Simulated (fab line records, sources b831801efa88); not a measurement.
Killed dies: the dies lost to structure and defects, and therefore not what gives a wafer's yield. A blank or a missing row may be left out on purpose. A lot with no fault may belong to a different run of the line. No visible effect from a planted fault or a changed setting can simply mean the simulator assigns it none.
Which tool was responsible? || flow gf180mcu || Sampling: 14 lots, 42 wafers, 2 of 602 route steps

WHAT EACH GAUGE READ, for each wafer
GF_CONTACT_THK_MEAS_01.
{"lot": "L430", "measured": "day 15 00:53", "on": "film metro-04", "CONTACT_CVD_00_THK (nm)": "307.0 303.4 303.9"}
{"lot": "L431", "measured": "day 15 13:15", "on": "film metro-01", "CONTACT_CVD_00_THK (nm)": "300.5 300.4 295.1"}
{"lot": "L433", "measured": "day 16 05:51", "on": "film metro-03", "CONTACT_CVD_00_THK (nm)": "298.3 302.5 298.8"}
{"lot": "L435", "measured": "day 17 01:01", "on": "film metro-03", "CONTACT_CVD_00_THK (nm)": "299.4 300.5 299.3"}
{"lot": "L437", "measured": "day 17 21:11", "on": "film metro-04", "CONTACT_CVD_00_THK (nm)": "294.3 299.2 299.3"}
{"lot": "L444", "measured": "day 20 03:37", "on": "film metro-04", "CONTACT_CVD_00_THK (nm)": "302.1 301.4 300.5"}
{"lot": "L445", "measured": "day 20 13:15", "on": "film metro-04", "CONTACT_CVD_00_THK (nm)": "299.9 298.2 305.3"}
{"lot": "L446", "measured": "day 20 21:07", "on": "film metro-01", "CONTACT_CVD_00_THK (nm)": "299.5 295.4 299.4"}
{"lot": "L447", "measured": "day 21 08:51", "on": "film metro-01", "CONTACT_CVD_00_THK (nm)": "298.9 298.7 302.3"}
{"lot": "L448", "measured": "day 21 16:45", "on": "film metro-01", "CONTACT_CVD_00_THK (nm)": "301.2 302.6 303.2"}
{"lot": "L450", "measured": "day 22 10:30", "on": "film metro-01", "CONTACT_CVD_00_THK (nm)": "301.1 302.5 301.9"}
{"lot": "L451", "measured": "day 22 17:50", "on": "film metro-01", "CONTACT_CVD_00_THK (nm)": "301.5 303.6 301.9"}
{"lot": "L452", "measured": "day 23 00:29", "on": "film metro-03", "CONTACT_CVD_00_THK (nm)": "293.5 300.3 300.4"}
{"lot": "L453", "measured": "day 23 04:59", "on": "film metro-01", "CONTACT_CVD_00_THK (nm)": "299.6 298.7 300.0"}

WHICH TOOL RAN EACH LOT (tool, then ch and the chambers of the sampled wafers, then the start)
{"lot": "L430", "GF_SAB_WET_ETCH_12": "wet bench-02 ch 0, day 14 23:52"}
{"lot": "L431", "GF_SAB_WET_ETCH_12": "wet bench-03 ch 1, day 15 12:22"}
{"lot": "L433", "GF_SAB_WET_ETCH_12": "wet bench-04 ch 0, day 16 04:58"}
{"lot": "L435", "GF_SAB_WET_ETCH_12": "wet bench-04 ch 0, day 17 00:07"}
{"lot": "L437", "GF_SAB_WET_ETCH_12": "wet bench-04 ch 1, day 17 20:16"}
{"lot": "L444", "GF_SAB_WET_ETCH_12": "wet bench-02 ch 1, day 20 02:43"}
{"lot": "L445", "GF_SAB_WET_ETCH_12": "wet bench-04 ch 1, day 20 12:22"}
{"lot": "L446", "GF_SAB_WET_ETCH_12": "wet bench-04 ch 1, day 20 20:13"}
{"lot": "L447", "GF_SAB_WET_ETCH_12": "wet bench-03 ch 0, day 21 07:58"}
{"lot": "L448", "GF_SAB_WET_ETCH_12": "wet bench-02 ch 3, day 21 15:52"}
{"lot": "L450", "GF_SAB_WET_ETCH_12": "wet bench-03 ch 0, day 22 09:37"}
{"lot": "L451", "GF_SAB_WET_ETCH_12": "wet bench-03 ch 1, day 22 16:55"}
{"lot": "L452", "GF_SAB_WET_ETCH_12": "wet bench-03 ch 1, day 22 23:34"}
{"lot": "L453", "GF_SAB_WET_ETCH_12": "wet bench-02 ch 2, day 23 04:07"}
- GF_SAB_WET_ETCH_12: etches SiO2 in dHF, target depth 22 nm, time 440 s.

WHAT THE TOOLS THEMSELVES READ (means of the sampled wafers that have a number; where no wafer has one, the mark that the record gives instead)
GF_SAB_WET_ETCH_12.
{"lot": "L430", "tool": "wet bench-02", "run length s (s)": 473}
{"lot": "L431", "tool": "wet bench-03", "run length s (s)": 466}
{"lot": "L433", "tool": "wet bench-04", "run length s (s)": 465}
{"lot": "L435", "tool": "wet bench-04", "run length s (s)": 108}
{"lot": "L437", "tool": "wet bench-04", "run length s (s)": 108}
{"lot": "L444", "tool": "wet bench-02", "run length s (s)": 469}
{"lot": "L445", "tool": "wet bench-04", "run length s (s)": 467}
{"lot": "L446", "tool": "wet bench-04", "run length s (s)": 474}
{"lot": "L447", "tool": "wet bench-03", "run length s (s)": 465}
{"lot": "L448", "tool": "wet bench-02", "run length s (s)": 466}
{"lot": "L450", "tool": "wet bench-03", "run length s (s)": 464}
{"lot": "L451", "tool": "wet bench-03", "run length s (s)": 472}
{"lot": "L452", "tool": "wet bench-03", "run length s (s)": 472}
{"lot": "L453", "tool": "wet bench-02", "run length s (s)": 467}

THE ANSWER, worked out from the rows above alone
Rule: usual is defined by the lots themselves. The widest of any qualifying gaps counts: lots, ordered by their means at a reading, are off when they make up no more than a third of the lots, leave a main group of 4 or more, and stand apart from it by 3 or more times the standard deviation of that group's means. A main group is skipped when, at the precision printed for the reading in the tables above, its means are all equal. A lot without any number at a reading at which 4 lots or more have one is off too. The other lots that the step has rows for count as sound. After the gauges, taken in route order, come the tools' own readings; for these a lot's mean is taken, as printed above. The first step at which some lot is off is used, and at that step the reading that is off furthest; a lot without a number counts as furthest.
Off: L435, L437, at GF_SAB_WET_ETCH_12 (run length s). For the main group the mean is 468 s and the standard deviation 3.4.
A tool fits if, at that step or a process step before it, it ran every lot that is off, and no sound lot after the first of them. None of those tried fits.

WHAT THE SIMULATOR HAD INSERTED
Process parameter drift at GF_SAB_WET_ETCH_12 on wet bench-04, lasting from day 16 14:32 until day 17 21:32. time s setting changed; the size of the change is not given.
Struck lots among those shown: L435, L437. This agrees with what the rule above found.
